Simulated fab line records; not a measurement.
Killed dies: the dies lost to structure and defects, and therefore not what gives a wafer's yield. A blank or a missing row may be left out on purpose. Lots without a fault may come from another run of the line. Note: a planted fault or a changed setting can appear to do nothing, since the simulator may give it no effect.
What tool caused it? | flow sky130 | 13 lots with 39 wafers sampled at 5 steps, on a route of 708 steps

## WHAT THE GAUGES SHOWED, per wafer
SKY_VT_ADJUST_PCH_OVL_MEAS_07.
lot  | measured     | on         | VT_ADJUST_PCH_OVL (nm)
L356 | day 10 14:40 | overlay-01 | 0.2 -1.5 0.0
L357 | day 10 22:20 | overlay-01 | -1.6 -1.9 -2.6
L359 | day 11 06:44 | overlay-01 | 1.5 1.4 -1.1
L360 | day 11 17:35 | overlay-01 | -0.8 1.2 0.5
L361 | day 11 22:37 | overlay-01 | -1.6 0.0 -2.2
L362 | day 12 04:32 | overlay-01 | -2.2 -2.5 -1.1
L368 | day 14 05:55 | overlay-01 | -0.3 0.2 2.2
L372 | day 15 12:20 | overlay-02 | -0.3 1.3 1.4
L373 | day 15 21:17 | overlay-02 | -1.9 0.4 -0.4
L375 | day 16 10:19 | overlay-02 | 0.4 3.1 1.6
L376 | day 16 19:31 | overlay-02 | 0.3 0.1 -0.4
L377 | day 17 02:47 | overlay-01 | -1.4 -0.1 0.2
L379 | day 17 14:35 | overlay-02 | 0.6 0.4 0.8

SKY_VT_ADJUST_PCH_TW_MEAS_10.
lot  | measured     | on            | VT_ADJUST_PCH_TW
L356 | day 10 14:57 | film metro-04 | 144.8 145.0 145.3
L357 | day 10 22:38 | film metro-04 | 143.9 145.0 144.4
L359 | day 11 07:01 | film metro-04 | 142.3 142.7 142.0
L360 | day 11 17:52 | film metro-02 | 142.3 141.4 141.4
L361 | day 11 22:55 | film metro-02 | 142.5 141.2 142.6
L362 | day 12 04:49 | film metro-03 | 142.8 142.3 141.7
L368 | day 14 06:12 | film metro-03 | 141.7 142.0 140.9
L372 | day 15 12:37 | film metro-02 | 147.8 148.3 148.9 148.0 147.6 147.8
L373 | day 15 21:35 | film metro-04 | 151.1 150.9 150.1 150.8 151.2 150.1
L375 | day 16 10:37 | film metro-03 | 142.6 142.6 142.7
L376 | day 16 19:49 | film metro-04 | 144.5 145.5 144.8
L377 | day 17 03:04 | film metro-02 | 141.0 140.7 141.1
L379 | day 17 14:52 | film metro-02 | 141.3 140.6 140.1

SKY_SONOS_TUNNEL_CD_MEAS_07 targets a cd of 410 nm.
lot  | measured     | on        | cd nm (nm)
L356 | day 11 13:32 | cd sem-01 | 413.7 412.4 411.6
L357 | day 11 21:28 | cd sem-01 | 409.8 408.9 408.2
L359 | day 12 06:11 | cd sem-01 | 410.2 406.7 408.9
L360 | day 12 17:23 | cd sem-01 | 409.8 411.6 409.7
L361 | day 12 22:56 | cd sem-01 | 407.5 408.8 410.1
L362 | day 13 05:29 | cd sem-02 | 411.8 409.4 410.9
L368 | day 15 09:26 | cd sem-02 | 412.5 411.7 414.9
L372 | day 16 16:23 | cd sem-01 | 411.2 407.1 410.4
L373 | day 17 02:21 | cd sem-01 | 409.8 409.1 410.7
L375 | day 17 15:46 | cd sem-02 | 408.0 408.5 406.4
L376 | day 18 02:08 | cd sem-02 | 410.7 409.7 411.6
L377 | day 18 08:26 | cd sem-02 | 410.8 408.9 411.4
L379 | day 18 20:24 | cd sem-01 | 409.9 411.0 407.5

SKY_SONOS_TUNNEL_TW_MEAS_12.
lot  | measured     | on            | SONOS_TUNNEL_TW
L356 | day 11 14:06 | film metro-01 | 198.3 198.0 197.3
L357 | day 11 22:01 | film metro-01 | 197.4 197.2 197.2
L359 | day 12 06:47 | film metro-04 | 198.7 199.2 199.9
L360 | day 12 17:57 | film metro-03 | 198.1 197.7 196.4
L361 | day 12 23:29 | film metro-04 | 200.2 200.3 200.7
L362 | day 13 06:03 | film metro-04 | 199.8 200.5 200.1
L368 | day 15 10:02 | film metro-03 | 195.9 196.5 196.0
L372 | day 16 16:57 | film metro-01 | 200.2 199.9 200.3
L373 | day 17 02:54 | film metro-01 | 197.2 197.3 198.1
L375 | day 17 16:20 | film metro-03 | 196.9 197.8 196.3
L376 | day 18 02:44 | film metro-04 | 200.4 201.1 201.2
L377 | day 18 09:01 | film metro-03 | 196.4 197.1 196.8
L379 | day 18 21:00 | film metro-03 | 197.2 197.2 196.5

## EACH LOT AND THE TOOL THAT RAN IT (in order: tool; ch and the chambers of the sampled wafers; start)
lot  | SKY_VT_ADJUST_PCH_IMPLANT_08
L356 | implanter-01 ch 0, day 10 14:42
L357 | implanter-02 ch 0, day 10 22:25
L359 | implanter-02 ch 0, day 11 06:46
L360 | implanter-02 ch 0, day 11 17:37
L361 | implanter-01 ch 0, day 11 22:41
L362 | implanter-01 ch 0, day 12 04:34
L368 | implanter-04 ch 0, day 14 05:57
L372 | implanter-02 ch 0, day 15 12:23
L373 | implanter-02 ch 0, day 15 21:23
L375 | implanter-04 ch 0, day 16 10:23
L376 | implanter-01 ch 0, day 16 19:34
L377 | implanter-04 ch 0, day 17 02:49
L379 | implanter-01 ch 0, day 17 14:38
- SKY_VT_ADJUST_PCH_IMPLANT_08

## AS READ BY THE TOOLS THEMSELVES (means over the sampled wafers that have a number; for cases with no such wafer, the mark the record gives instead)
SKY_VT_ADJUST_PCH_IMPLANT_08.
lot  | tool         | beam on s (s) | end station pressure torr (Torr) | faraday current uA
L356 | implanter-01 | 10.06         | 5.17e-06                         | 2.80
L357 | implanter-02 | 10.05         | 5.04e-06                         | 2.80
L359 | implanter-02 | 10.11         | 5.14e-06                         | 2.79
L360 | implanter-02 | 10.00         | 4.94e-06                         | 2.82
L361 | implanter-01 | 10.20         | 5.24e-06                         | 2.76
L362 | implanter-01 | 9.89          | 4.91e-06                         | 2.86
L368 | implanter-04 | 10.11         | 5.22e-06                         | 2.79
L372 | implanter-02 | 11.79         | 8.92e-05                         | 2.39
L373 | implanter-02 | 11.90         | 8.68e-05                         | 2.37
L375 | implanter-04 | 9.97          | 5.01e-06                         | 2.83
L376 | implanter-01 | 9.94          | 5.21e-06                         | 2.83
L377 | implanter-04 | 9.77          | 5.21e-06                         | 2.88
L379 | implanter-01 | 10.07         | 5.04e-06                         | 2.81

## THE ANSWER, worked out from the rows above alone
Rule: what is usual is taken from the lots themselves. The widest of any qualifying gaps counts: lots, ordered by their means at a reading, are off when they make up no more than a third of the lots, leave a main group of 4 or more, and stand apart from it by 3 or more times the standard deviation of that group's means. A main group whose means are all the same, to the digits that the tables above print for the reading, isn't used. Also off: a lot with no number at a reading for which 4 or more lots have one. Where the step has rows for the other lots, those lots are counted as sound. Order of review: gauges by route order, followed by the tools' own readings, for which a lot's mean as printed above is used. At the first step where some lot is off, the reading lying furthest off is the one used; lots without a number count as furthest.
Off at SKY_VT_ADJUST_PCH_IMPLANT_08 (end station pressure torr): L372, L373. Mean 5.10e-06 Torr and standard deviation 1.1e-07 in the main group.
If a tool, at that step or one of the process steps before it, ran each lot that is off and ran no sound lot following the first of them, it fits. One candidate fits, namely implanter-02 at SKY_VT_ADJUST_PCH_IMPLANT_08. Its last sound lot is L360 (day 11 17:37), its first lot that is off L372 (day 15 12:23): a fault that began between those two fits.
The tool's own readings at SKY_VT_ADJUST_PCH_IMPLANT_08 bear it out: on the lots that are off they differ by more than 5 times the standard deviation of the sound lots' means. beam on s reads 11.84 s there against 10.02 s on the sound lots; end station pressure torr reads 8.80e-05 Torr there against 5.10e-06 Torr on the sound lots; faraday current uA reads 2.38 there against 2.82 on the sound lots.

## WHAT WAS PUT IN BY THE SIMULATOR
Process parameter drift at SKY_VT_ADJUST_PCH_IMPLANT_08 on implanter-02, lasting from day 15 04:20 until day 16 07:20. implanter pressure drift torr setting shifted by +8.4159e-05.
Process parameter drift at SKY_VT_ADJUST_PCH_IMPLANT_08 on implanter-02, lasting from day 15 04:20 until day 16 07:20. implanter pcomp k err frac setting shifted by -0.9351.
Lots struck among those shown: L372, L373. The rule above reached the same finding.
